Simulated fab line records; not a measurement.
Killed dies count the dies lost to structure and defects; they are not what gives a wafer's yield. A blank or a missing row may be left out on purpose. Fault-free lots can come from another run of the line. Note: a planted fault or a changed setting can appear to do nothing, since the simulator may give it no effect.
A lot that was struck, set against a sound lot :: flow sky130 :: 14 out of 708 route steps
Sound: the wafers L801.1, L801.2, L801.3. Struck: wafers L808.2, L808.3, L808.5. The cause is named last.
For every step that has rows: the tool of each side, followed by ch and its chambers, followed by its first start. Under that, the readings that differ: sound wafers :: struck wafers :: difference of the means :: sigmas: that difference in standard deviations of wafers without a fault.
alike: readings with means less than 2 such deviations apart, plus words and numbers identical on both sides. not compared: withheld readings, readings lacking a value on some wafer, bounds such as >300 that could conceal the same value, and numbers that have no deviation in the record and whose values overlap.
The two part at a step that has a row with sigmas, a row that says differs or no value, or rows on one side only. When numbers do not overlap yet have no deviation, they are printed without sigmas and do not part them. A reading missing from all wafers of one side parts the sides only when that side holds two or more wafers.

first, 5 steps without rows for these wafers: SKY_SD_N_COAT_02 (resist thk 1140 nm); SKY_SD_N_SOFTBAKE_03 (time 60 s); SKY_SD_N_EXPOSE_04 (exposes mask NSDM, target cd 380 nm); SKY_SD_N_PEB_05; SKY_SD_N_DEVELOP_06 (develop time 60 s).
SKY_SD_N_CD_MEAS_07: the cd target is 380 nm.
  sound on cdSem-02, day 29 05:19; struck on cdSem-02, day 31 15:10
  alike: cdNm
SKY_SD_N_OVL_MEAS_08:
  sound on overlay-02, day 29 05:26; struck on overlay-02, day 31 15:17
  alike: SD_N_OVL
then, 2 steps without rows for these wafers: SKY_SD_N_IMPLANT_09; SKY_SD_N_IMPLANT_10.
SKY_SD_N_STRIP_11: strips in O2/N2.
  sound on plasmaAsher-04 ch 0,1, day 29 05:46; struck on plasmaAsher-04 ch 0,1, day 31 15:37
  alike: chamberPressureMTorr, drypumpMotorCurrentA, oesProductAu, stripTimeToEndpointS
  not compared: rfHoursCounterH
SKY_SD_N_TW_MEAS_12:
  sound on filmMetro-02, day 29 05:52; struck on filmMetro-01, day 31 15:43
  alike: SD_N_TW
then, 1 step without rows for these wafers: SKY_SD_N_CLEAN_13 (cleans in SC1/SC2, time 150 s).
SKY_SD_N_RTA_14: time 2 s.
  sound on rtpAnneal-02 ch 0, day 29 05:59; struck on rtpAnneal-01 ch 0, day 31 16:03
  alike: lampPowerPct, wafer_temp_C_max
-- record jumps: 17 days separate the struck wafers' starts on either side; left off in module SD_N, taken up again in module PAD_OPEN, whose first shown step is the route's number 708 --
SKY_PAD_OPEN_PROBE_99:
  sound on prober-02, day 46 21:05; struck on prober-01, day 48 15:55
reading: model.etest.resXhighPo.lineOhmUm
sound: 5670 5795 5721
struck: 4262 4038 4126
difference: -1587
sigmas: 

reading: model.etest.resXhighPo.rsOhmSq
sound: 1995 2064 2006
struck: 1486 1433 1451
difference: -565
sigmas: 

reading: model.etest.pfet_01v8.rOnOhmUm
sound: 2864 2855 2855
struck: 2526 2533 2503
difference: -337
sigmas: 

reading: model.etest.resPdiff.lineOhmUm
sound: 1371 1394 1401
struck: 1179 1140 1174
difference: -224
sigmas: 

reading: model.etest.resHighPo.lineOhmUm
sound: 758.5 762.1 745.3
struck: 631.8 616.3 622
difference: -131.9
sigmas: 

reading: model.etest.liconHighPo.rcOhm
sound: 354 358.7 356.8
struck: 268 247.7 247.1
difference: -102
sigmas: 

reading: model.etest.resNdiff.lineOhmUm
sound: 760.8 771.4 772.5
struck: 701.1 697.8 697.4
difference: -69.5
sigmas: 
  alike: killed_at_M0_to_M3, killed_at_M4_up, killedAtContacts, killedAtFrontEnd, killedAtOther, killedDies, killedOpen, killedShort
  not compared: model.etest.pfetG5v0d10v5.rOnOhmUm

## WHERE THEY PART
Nowhere in this record.

WHY: what the simulator had put in
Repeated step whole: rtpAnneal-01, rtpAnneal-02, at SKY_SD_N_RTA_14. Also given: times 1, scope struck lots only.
